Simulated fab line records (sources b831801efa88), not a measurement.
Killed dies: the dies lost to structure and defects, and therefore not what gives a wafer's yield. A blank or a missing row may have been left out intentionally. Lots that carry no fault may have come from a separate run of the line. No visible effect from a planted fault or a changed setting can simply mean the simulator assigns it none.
Comparing a struck lot with a sound one || flow sky130 || 16 out of 708 route steps
Sound: the wafers L210.1, L210.5, L210.6. The struck wafers were L220.1, L220.4, L220.6. At the end, the cause is stated.
Each step with rows lists, per side, the tool, then ch with its chambers, then its first start. Under that, the readings that differ: sound wafers || struck wafers || difference of the means || sigmas: that difference in standard deviations of wafers without a fault.
alike: readings with means less than 2 such deviations apart, plus words and numbers identical on both sides. not compared: withheld readings, readings lacking a value on some wafer, bounds such as >300 that could conceal the same value, and numbers that have no deviation in the record and whose values overlap.
A row with sigmas, a row that says differs or no value, or rows on one side alone: a step with any of these is where the two part. Numbers that don't overlap but have no deviation are shown without sigmas and don't part them. A reading that every wafer of one side lacks parts them only if that side has two wafers or more.

first, 4 steps without rows for these wafers: SKY_LDD_LDN_SOFTBAKE_03 (time 60 s); SKY_LDD_LDN_EXPOSE_04 (exposes mask LDNTM, target cd 700 nm); SKY_LDD_LDN_PEB_05; SKY_LDD_LDN_DEVELOP_06 (develop time 60 s).
SKY_LDD_LDN_OVL_MEAS_07:
  sound: overlay-01 at day 22 23:58; struck: overlay-02 at day 26 17:01
  alike: LDD_LDN_OVL
then, 4 steps without rows for these wafers: SKY_LDD_LDN_IMPLANT_08; SKY_LDD_LDN_IMPLANT_09; SKY_LDD_LDN_IMPLANT_10; SKY_LDD_LDN_IMPLANT_11.
SKY_LDD_LDN_STRIP_12: strips in O2/N2.
  sound on plasma-asher-04 ch 0,1, day 23 00:37; struck on plasma-asher-04 ch 0,1, day 26 17:39
  alike: drypump-motor-current-A, oes-product-au, strip-time-to-endpoint-s
  not compared: rf-hours-counter-h
SKY_LDD_LDN_TW_MEAS_13:
  sound: film-metro-04 at day 23 00:43; struck: film-metro-04 at day 26 17:45
  alike: LDD_LDN_TW
then, 1 step without rows for these wafers: SKY_LDD_LDN_CLEAN_14 (cleans in SC1/SC2, time 150 s).
SKY_SPACER_CVD_00: deposits Si3N4 from DCS/NH3, target thk 43.1 nm, time 740 s.
  sound on lpcvd-02 ch 0, day 23 00:49; struck on lpcvd-02 ch 1, day 26 18:10
{"reading": "model.Si3N4_of_SPACER_CVD_00.thk-nm (nm)", "sound": "42.82 42.72 42.44", "struck": "64.18 64.5 64.08", "difference": "+21.59", "sigmas": ""}
SKY_SPACER_THK_MEAS_01:
  sound: film-metro-02 at day 23 02:38; struck: film-metro-01 at day 26 19:22
{"reading": "SPACER_CVD_00_THK (nm)", "sound": "42.8 42.7 42.4", "struck": "64.2 64.5 64.1", "difference": "+21.6", "sigmas": "+53"}
SKY_SPACER_ETCHBACK_02: etches Si3N4 in CH3F/O2, stops on SiO2, time 46.7 s, target depth 45 nm.
  sound on rie-diel-02 ch 0,2,3, day 23 02:41; struck on rie-diel-02 ch 2,3, day 26 19:25
{"reading": "oes-product-au (a.u.)", "sound": "0.855 0.843 0.842", "struck": "0.998 1.001 0.996", "difference": "+0.152", "sigmas": "+25"}
{"reading": "model.etch.depth-nm (nm)", "sound": "42.82 42.72 42.44", "struck": "55.59 56.15 56.05", "difference": "+13.27", "sigmas": ""}
  alike: drypump-motor-current-A, throttle-valve-pct
  not compared: rf-hours-counter-h
-- the record jumps here: 22 days lie between the struck wafers' starts before and after (it left off in module SPACER and takes up again in module PAD_OPEN, whose first step shown is number 708 of the route) --
SKY_PAD_OPEN_PROBE_99:
  rows exist in the record for the struck wafers here (prober-02, day 48 08:10), but not for the sound ones

== WHERE THEY PART ==
First at SKY_SPACER_THK_MEAS_01; last, within this record, at SKY_PAD_OPEN_PROBE_99.

WHY: what the simulator had put in
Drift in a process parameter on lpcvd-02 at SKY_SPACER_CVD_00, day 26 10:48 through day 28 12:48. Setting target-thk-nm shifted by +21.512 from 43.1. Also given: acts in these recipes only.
